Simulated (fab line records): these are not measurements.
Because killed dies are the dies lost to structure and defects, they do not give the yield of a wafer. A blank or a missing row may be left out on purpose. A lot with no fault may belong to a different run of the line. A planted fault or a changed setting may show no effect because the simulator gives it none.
Which tool did it?    flow sky130    11 lots, 33 wafers sampled, at 5 steps of a route of 708

## WHAT THE GAUGES READ, wafer by wafer
SKY_VIA1_RS_MEAS_22: the measuring method here is four-point-probe.
lot   measured      on            VIA1_W_RS (ohm/sq)
L341  day 34 09:34  filmMetro-03  0.433 0.426 0.427
L343  day 35 03:28  filmMetro-04  0.426 0.431 0.424
L346  day 36 08:08  filmMetro-03  0.429 0.423 0.428
L348  day 37 01:37  filmMetro-03  0.426 0.423 0.422
L349  day 37 22:26  filmMetro-03  0.419 0.425 0.425
L350  day 38 03:38  filmMetro-04  0.421 0.428 0.417
L353  day 38 10:53  filmMetro-02  0.424 0.422 0.423
L352  day 38 11:47  filmMetro-04  0.420 0.423 0.424
L354  day 38 23:10  filmMetro-04  0.423 0.423 0.427
L358  day 39 22:07  filmMetro-04  0.423 0.424 0.427
L359  day 40 02:40  filmMetro-03  0.428 0.420 0.431

SKY_VIA2_THK_MEAS_01.
lot   measured      on            VIA2_HDPCVD_THK (nm)
L341  day 35 13:56  filmMetro-04  1200 1184 1189
L343  day 36 07:33  filmMetro-01  1169 1175 1172
L346  day 37 11:55  filmMetro-02  1192 1164 1201
L348  day 38 05:50  filmMetro-04  1181 1194 1202
L349  day 39 01:43  filmMetro-02  1181 1159 1180
L350  day 39 07:22  filmMetro-04  1195 1181 1165
L353  day 39 13:35  filmMetro-01  1188 1182 1164
L352  day 39 14:13  filmMetro-04  1173 1179 1208
L354  day 40 02:25  filmMetro-04  1206 1175 1197
L358  day 41 00:35  filmMetro-01  953 969 943 954 968 942
L359  day 41 04:42  filmMetro-04  959 934 947 959 935 947

SKY_VIA2_RS_MEAS_22: the measuring method here is four-point-probe.
lot   measured      on            VIA2_W_RS (ohm/sq)
L341  day 36 17:19  filmMetro-01  0.272 0.271 0.275
L343  day 37 10:55  filmMetro-02  0.272 0.264 0.265
L346  day 38 15:25  filmMetro-04  0.274 0.274 0.277
L348  day 39 09:08  filmMetro-04  0.271 0.275 0.267
L349  day 40 04:41  filmMetro-01  0.271 0.274 0.272
L350  day 40 10:28  filmMetro-01  0.274 0.272 0.272
L353  day 40 16:18  filmMetro-01  0.267 0.267 0.269
L352  day 40 16:13  filmMetro-02  0.267 0.271 0.270
L354  day 41 03:37  filmMetro-02  0.276 0.269 0.272
L358  day 42 01:36  filmMetro-04  0.275 0.276 0.273
L359  day 42 06:28  filmMetro-02  0.274 0.275 0.275

## TOOL THAT RAN EACH LOT (tool first, then ch and the chambers of the sampled wafers, then the start)
lot   SKY_VIA1_STRIP_16                    SKY_VIA2_HDPCVD_00
L341  plasmaAsher-04 ch 0,1, day 34 08:47  hdpcvd-02 ch 0,1, day 35 13:47
L343  plasmaAsher-04 ch 0,1, day 35 02:40  hdpcvd-02 ch 1,2, day 36 07:25
L346  plasmaAsher-04 ch 0,1, day 36 07:02  hdpcvd-01 ch 0,1,2, day 37 11:47
L348  plasmaAsher-04 ch 0,1, day 37 00:52  hdpcvd-01 ch 0,1,2, day 38 05:42
L349  plasmaAsher-03 ch 0,1, day 37 21:38  hdpcvd-02 ch 0,1,2, day 39 01:35
L350  plasmaAsher-04 ch 0,1, day 38 02:52  hdpcvd-01 ch 0,1,2, day 39 07:14
L353  plasmaAsher-01 ch 1, day 38 10:08    hdpcvd-02 ch 0,1,2, day 39 13:27
L352  plasmaAsher-04 ch 0,1, day 38 11:00  hdpcvd-01 ch 0,2, day 39 14:05
L354  plasmaAsher-04 ch 0,1, day 38 22:23  hdpcvd-01 ch 0,2, day 40 02:16
L358  plasmaAsher-03 ch 0,1, day 39 21:22  hdpcvd-02 ch 0,1,2, day 41 00:28
L359  plasmaAsher-01 ch 0,1, day 40 01:55  hdpcvd-02 ch 0,2, day 41 04:35
- SKY_VIA1_STRIP_16: strips in O2/N2.
- SKY_VIA2_HDPCVD_00: deposits SiO2, target thk 1180 nm, time 196.7 s.

## AS READ BY THE TOOLS THEMSELVES (means over the sampled wafers that have a number; for cases with no such wafer, the mark the record gives instead)
SKY_VIA1_STRIP_16.
lot   tool            chamberPressureMTorr (mTorr)  drypumpMotorCurrentA (A)  oesProductAu (a.u.)  stripTimeToEndpointS (s)
L341  plasmaAsher-04  1498.4                        5.7                       0.419                4.470
L343  plasmaAsher-04  1499.6                        5.3                       0.417                4.478
L346  plasmaAsher-04  1501.4                        5.7                       0.414                4.473
L348  plasmaAsher-04  1499.2                        5.3                       0.413                4.467
L349  plasmaAsher-03  1499.3                        6.0                       0.415                4.455
L350  plasmaAsher-04  1499.7                        5.7                       0.417                4.464
L353  plasmaAsher-01  1501.3                        5.5                       0.414                4.456
L352  plasmaAsher-04  1499.7                        5.7                       0.419                4.505
L354  plasmaAsher-04  1499.2                        5.3                       0.418                4.443
L358  plasmaAsher-03  1499.3                        6.0                       0.416                4.456
L359  plasmaAsher-01  1500.3                        5.8                       0.417                4.477

SKY_VIA2_HDPCVD_00.
lot   tool       sih4FlowSccm (sccm)
L341  hdpcvd-02  60.22
L343  hdpcvd-02  59.88
L346  hdpcvd-01  59.87
L348  hdpcvd-01  59.87
L349  hdpcvd-02  59.81
L350  hdpcvd-01  60.10
L353  hdpcvd-02  59.91
L352  hdpcvd-01  59.96
L354  hdpcvd-01  59.86
L358  hdpcvd-02  47.91
L359  hdpcvd-02  48.17

## THE ANSWER, worked out from the rows above alone
Rule: the usual values come from the lots themselves. Put in order of their means at a reading, lots are off if they are a third of the lots or fewer, leave a main group of 4 or more, and stand apart from it by a gap of 3 or more times the standard deviation of the main group's means; of several such gaps the widest counts. The tables above print the reading to a certain number of digits; a main group whose means all agree to those digits is not used. Also off: a lot with no number at a reading for which 4 or more lots have one. All remaining lots with rows at the step are treated as sound. The gauges are gone through in route order, then the tools' own readings, and for those a lot's mean is taken as printed above. The first step at which some lot is off is used, and at that step the reading that is off furthest; a lot without a number counts as furthest.
Off: L358, L359, seen at SKY_VIA2_THK_MEAS_01 (VIA2_HDPCVD_THK). The main group has a mean of 1184 nm with a standard deviation of 7.5.
If a tool, at a process step before that reading, ran all the lots that are off and no sound lot after the first of them, it fits. Not tried: the gauges at SKY_VIA2_THK_MEAS_01; whatever is off there is also off at SKY_VIA2_HDPCVD_00, on other tools, and gauge error can't account for it. One fits: hdpcvd-02 at SKY_VIA2_HDPCVD_00. A fault onset in the window from L353 (day 39 13:27, its last sound lot) to L358 (day 41 00:28, its first lot off) fits.
The tool's own readings at SKY_VIA2_HDPCVD_00 bear it out: on the lots that are off they differ by more than 5 times the standard deviation of the sound lots' means. sih4FlowSccm reads 48.04 sccm there against 59.94 sccm on the sound lots.

## WHAT HAD BEEN PUT IN BY THE SIMULATOR
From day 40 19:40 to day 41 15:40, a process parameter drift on hdpcvd-02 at SKY_VIA2_HDPCVD_00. The setting sih4FlowSccm was moved by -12, starting from 60. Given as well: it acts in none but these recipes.
Lots struck among those shown: L358, L359. The rule above found the same.
